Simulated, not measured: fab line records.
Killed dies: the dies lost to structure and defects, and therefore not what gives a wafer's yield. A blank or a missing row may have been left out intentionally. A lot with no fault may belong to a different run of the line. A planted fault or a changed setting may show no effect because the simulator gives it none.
Struck lot and sound lot, side by side | flow sky130 | 43 out of 708 route steps
Sound: wafers L372.2, L372.4, L372.5. Wafers L379.3, L379.4, L379.6 were the ones struck. At the end, the cause is stated.
Per side, at each step with rows, come the tool, then ch with its chambers, and then its first start. Under that, the readings that differ: sound wafers | struck wafers | difference of the means | sigmas: that difference in standard deviations of wafers without a fault.
alike: a reading whose means differ by less than 2 such deviations, as well as words and numbers matching on both sides. not compared: withheld readings; readings where some wafer has no value; bounds like >300 that might hide an equal value; numbers whose values overlap and for which the record gives no deviation.
Wherever a step has rows on one side only, a row that says differs or no value, or a row with sigmas, the two part there. Numbers that have no deviation but don't overlap get no sigmas and don't part them. A reading that every wafer of one side lacks parts them only if that side has two wafers or more.

first, 3 steps without rows for these wafers: SKY_FIELD_ISO_CLEAN_20 (cleans in dHF, time 20 s); SKY_FIELD_ISO_WET_ETCH_21 (etches SiO2 in dHF, target depth 20 nm, time 400 s); SKY_FIELD_ISO_OXIDATION_22 (stabilise 600 s, purge 300 s, target thk 10 nm).
SKY_FIELD_ISO_THK_MEAS_23:
  sound on film metro-04 at day 3 09:16; struck on film metro-01 at day 5 03:05
  reading                         | sound          | struck            | difference | sigmas
  FIELD_ISO_OXIDATION_01_THK (nm) | 9.69 9.59 9.66 | 10.23 10.26 10.13 | +0.56      | +3
then, 1 step without rows for these wafers: SKY_FIELD_ISO_CVD_24 (deposits SiO2, target thk 595 nm, time 99.2 s).
SKY_FIELD_ISO_THK_MEAS_25:
  sound on film metro-02 at day 3 09:23; struck on film metro-01 at day 5 03:13
  reading                   | sound       | struck      | difference | sigmas
  FIELD_ISO_CVD_24_THK (nm) | 595 594 588 | 603 608 605 | +13        | +2
then, 1 step without rows for these wafers: SKY_FIELD_ISO_ANNEAL_26 (time 1800 s).
SKY_FIELD_ISO_CMP_27: polishes, stops on Si3N4, t overpolish 16 s, target thk 457.8 nm.
  sound on cmp-01 ch 0,2, day 3 10:59; struck on cmp-02 ch 0,1,3, day 5 07:19
  alike: motor current A, overpolish run s, time to endpoint s
then, 4 steps without rows for these wafers: SKY_FIELD_ISO_WET_ETCH_28 (etches SiO2 in dHF, target depth 23.7 nm, time 47 s); SKY_FIELD_ISO_WET_ETCH_29 (etches Si3N4 in H3PO4, target depth 160 nm, time 1825 s); SKY_FIELD_ISO_WET_ETCH_30 (etches SiO2 in dHF, target depth 25 nm, time 50 s); SKY_NWELL_CLEAN_00 (cleans in SC1/SC2, time 150 s).
SKY_NWELL_OXIDATION_01: stabilise 600 s, purge 300 s, target thk 10 nm.
  sound on furnace-01 ch 0, day 3 11:52; struck on furnace-01 ch 0, day 5 09:12
  reading                                      | sound                | struck               | difference | sigmas
  spike tc bottom C (C)                        | 916.8 918.9 916.4    | 897.2 898.3 897.5    | -19.7      | -7
  spike tc centre C (C)                        | 899.1 901.1 901.0    | 881.3 880.8 880.0    | -19.7      | -21
  spike tc lower C (C)                         | 897.9 898.8 897.8    | 878.0 878.2 879.7    | -19.5      | -12
  spike tc upper C (C)                         | 899.3 900.2 899.2    | 879.4 880.9 879.8    | -19.5      | -15
  tube center temp C (C)                       | 900.03 899.94 900.02 | 879.75 879.81 879.76 | -20.22     | -99 or more
  tube_center_temp_C_max                       | 903.0 901.9 902.4    | 882.6 881.8 882.0    | -20.3      | -55
  zone power top pct (%)                       | 34.2 34.0 34.7       | 32.5 33.0 32.9       | -1.5       | -4
  model.SiO2_of_NWELL_OXIDATION_01.thk nm (nm) | 9.867 9.767 9.854    | 8.041 8.068 8.109    | -1.757     |
  alike: zone power bottom pct
SKY_NWELL_THK_MEAS_02:
  sound on film metro-04 at day 3 13:16; struck on film metro-02 at day 5 10:53
  reading                  | sound          | struck         | difference | sigmas
  NWELL_OXIDATION_THK (nm) | 9.87 9.76 9.81 | 8.03 8.03 8.12 | -1.75      | -11
  not compared: hold
then, 7 steps without rows for these wafers: SKY_DNWELL_HMDS_01 (prime time 60 s); SKY_DNWELL_COAT_02 (resist thk 3000 nm); SKY_DNWELL_SOFTBAKE_03; SKY_DNWELL_EXPOSE_04 (exposes mask DNM, target cd 3000 nm); SKY_DNWELL_PEB_05; SKY_DNWELL_DEVELOP_06 (develop time 60 s); SKY_DNWELL_IMPLANT_07.
SKY_DNWELL_STRIP_08: strips in O2/N2.
  sound on plasma asher-01 ch 0,1, day 4 06:20; struck on plasma asher-02 ch 0,1, day 6 05:40
  alike: drypump motor current A, oes product au, strip time to endpoint s
  not compared: rf hours counter h
SKY_DNWELL_TW_MEAS_09:
  sound on film metro-02 at day 4 06:27; struck on film metro-03 at day 6 05:45
  alike: DNWELL_TW
then, 7 steps without rows for these wafers: SKY_PWDE_DEHYDRATE_00 (time 60 s); SKY_PWDE_HMDS_01 (prime time 60 s); SKY_PWDE_COAT_02 (resist thk 3000 nm); SKY_PWDE_SOFTBAKE_03; SKY_PWDE_EXPOSE_04 (exposes mask PWDEM, target cd 840 nm); SKY_PWDE_PEB_05; SKY_PWDE_DEVELOP_06 (develop time 60 s).
SKY_PWDE_OVL_MEAS_07:
  sound on overlay-02 at day 4 23:53; struck on overlay-02 at day 7 01:32
  reading       | sound       | struck         | difference | sigmas
  PWDE_OVL (nm) | 0.9 1.2 1.6 | -2.2 -1.9 -1.2 | -3.0       | -2
following that, these wafers have no rows for 1 step: SKY_PWDE_IMPLANT_08.
SKY_PWDE_STRIP_09: strips in O2/N2.
  sound on plasma asher-04 ch 0,1, day 5 00:04; struck on plasma asher-03 ch 0,1, day 7 01:45
  alike: drypump motor current A, oes product au, strip time to endpoint s
  not compared: rf hours counter h
SKY_PWDE_TW_MEAS_10:
  sound on film metro-03 at day 5 00:10; struck on film metro-03 at day 7 01:50
  alike: PWDE_TW
then, 7 steps without rows for these wafers: SKY_NWELL_DEHYDRATE_03 (time 60 s); SKY_NWELL_HMDS_04 (prime time 60 s); SKY_NWELL_COAT_05 (resist thk 3000 nm); SKY_NWELL_SOFTBAKE_06; SKY_NWELL_EXPOSE_07 (exposes mask NWM, target cd 840 nm); SKY_NWELL_PEB_08; SKY_NWELL_DEVELOP_09 (develop time 60 s).
-- the record jumps here: 10 days lie between the struck wafers' starts before and after (it left off in module NWELL and takes up again in module SONOS_ONO, whose first step shown is number 183 of the route) --
SKY_SONOS_ONO_ETCH_15: etches the open film in CHF3/O2, target depth 19.52 nm, time 7.8 s.
  sound on rie diel-02 ch 0,3, day 14 11:42; struck on rie diel-02 ch 1,2, day 17 10:25
  reading                                      | sound             | struck            | difference | sigmas
  model.SiO2_of_NWELL_OXIDATION_01.thk nm (nm) | 5.296 5.196 5.282 | 3.501 3.467 3.559 | -1.749     |
  alike: drypump motor current A, oes product au, throttle valve pct
  not compared: rf hours counter h
-- here the record skips 32 days between the struck wafers' starts before and after, leaving off in module SONOS_ONO and picking up in module PAD_OPEN (first step shown: number 708 of the route) --
SKY_PAD_OPEN_PROBE_99:
  sound on prober-01 at day 47 05:10; struck on prober-02 at day 49 02:29
  reading                                  | sound                   | struck                  | difference | sigmas
  model.etest.pfet_16v.vt v (V)            | -1.102 -1.103 -1.094    | -1.069 -1.07 -1.066     | +0.031     |
  model.etest.pfet g5v0d10v5.vt long v (V) | -0.9326 -0.9331 -0.9232 | -0.9033 -0.9085 -0.9022 | +0.0250    |
  alike: killed_at_M0_to_M3, killed_at_M4_up, killed at contacts, killed at front end, killed at other, killed dies, killed open, killed short
  not compared: model.etest.pfet g5v0d10v5.off log10 a um

WHERE THEY PART
Earliest at SKY_FIELD_ISO_THK_MEAS_23; latest, in this record, at SKY_PWDE_OVL_MEAS_07. Later steps at which nothing parts them and some readings are alike: SKY_PWDE_STRIP_09, SKY_PWDE_TW_MEAS_10, SKY_SONOS_ONO_ETCH_15, SKY_PAD_OPEN_PROBE_99.

WHY: whatever the simulator had introduced
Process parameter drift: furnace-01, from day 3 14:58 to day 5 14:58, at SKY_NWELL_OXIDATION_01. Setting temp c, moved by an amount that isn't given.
